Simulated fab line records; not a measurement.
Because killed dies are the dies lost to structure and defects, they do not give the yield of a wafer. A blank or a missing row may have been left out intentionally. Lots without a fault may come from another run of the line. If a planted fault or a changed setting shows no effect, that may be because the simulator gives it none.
The tool behind it: which one?	flow sky130	10 lots, 29 wafers sampled, at 4 steps of a route of 708

== WHAT THE GAUGES SHOWED, per wafer ==
SKY_CAPM_OVL_MEAS_12.
lot	measured	on	CAPM_OVL (nm)
L484	day 37 10:41	overlay-01	-1.4 -0.2 -1.3
L486	day 38 05:12	overlay-01	2.3 1.5 3.8
L487	day 38 13:28	overlay-01	2.8 1.2 1.3
L488	day 38 17:38	overlay-02	-0.4 -0.7
L493	day 40 02:49	overlay-02	-2.7 -0.1 -0.1
L501	day 42 15:28	overlay-02	0.7 0.9 1.4
L504	day 43 07:47	overlay-01	1.3 -0.1 1.3
L505	day 43 17:41	overlay-01	2.7 0.6 2.0
L506	day 43 20:35	overlay-02	-0.7 1.2 1.9
L507	day 43 22:29	overlay-01	0.3 0.3 0.6

== WHAT TOOL EACH LOT RAN ON (gives the tool, then ch and the chambers of the sampled wafers, and finally the start) ==
lot	SKY_METAL2_STRIP_20	SKY_VIA2_ETCH_15	SKY_VIA2_STRIP_16
L484	plasma asher-02 ch 0,1, day 35 03:35	rie diel-01 ch 1,2,3, day 36 06:56	plasma asher-01 ch 0,1, day 36 07:00
L486	plasma asher-03 ch 0,1, day 35 22:19	rie diel-04 ch 0,1,2, day 37 01:26	plasma asher-04 ch 0,1, day 37 01:29
L487	plasma asher-04 ch 1, day 36 07:14	rie diel-04 ch 0,1, day 37 10:35	plasma asher-04 ch 0,1, day 37 10:38
L488	plasma asher-04 ch 0,1, day 36 10:46	rie diel-04 ch 1,2, day 37 14:25	plasma asher-01 ch 0,1, day 37 14:31
L493	plasma asher-03 ch 0,1, day 37 21:19	rie diel-04 ch 0,1,3, day 38 23:53	plasma asher-01 ch 0,1, day 38 23:56
L501	plasma asher-02 ch 0,1, day 40 12:14	rie diel-01 ch 1,2, day 41 13:59	plasma asher-01 ch 0, day 41 14:02
L504	plasma asher-02 ch 0,1, day 41 05:53	rie diel-04 ch 0,1,2, day 42 07:11	plasma asher-04 ch 0,1, day 42 07:15
L505	plasma asher-04 ch 0,1, day 41 15:50	rie diel-02 ch 1,3, day 42 16:41	plasma asher-01 ch 0,1, day 42 16:44
L506	plasma asher-04 ch 0,1, day 41 17:44	rie diel-02 ch 0,2,3, day 42 19:11	plasma asher-04 ch 0,1, day 42 19:15
L507	plasma asher-03 ch 0,1, day 41 20:49	rie diel-04 ch 1,3, day 42 21:56	plasma asher-02 ch 0,1, day 42 21:59
- SKY_METAL2_STRIP_20: strips in O2/N2.
- SKY_VIA2_ETCH_15: etches SiO2 in C4F8/O2/Ar, stops on TiN, target depth 546 nm, time 84 s.
- SKY_VIA2_STRIP_16: strips in O2/N2.

== THE ANSWER, worked out from the rows above alone ==
Rule: usual is defined by the lots themselves. The widest of any qualifying gaps counts: lots, ordered by their means at a reading, are off when they make up no more than a third of the lots, leave a main group of 4 or more, and stand apart from it by 3 or more times the standard deviation of that group's means. Not used: any main group whose means are identical at the precision the tables above print for the reading. A lot without any number at a reading at which 4 lots or more have one is off too. Where the step has rows for the other lots, those lots are counted as sound.
No lot is off at any reading shown: from this, nothing can be told.

== WHAT THE SIMULATOR HAD INSERTED ==
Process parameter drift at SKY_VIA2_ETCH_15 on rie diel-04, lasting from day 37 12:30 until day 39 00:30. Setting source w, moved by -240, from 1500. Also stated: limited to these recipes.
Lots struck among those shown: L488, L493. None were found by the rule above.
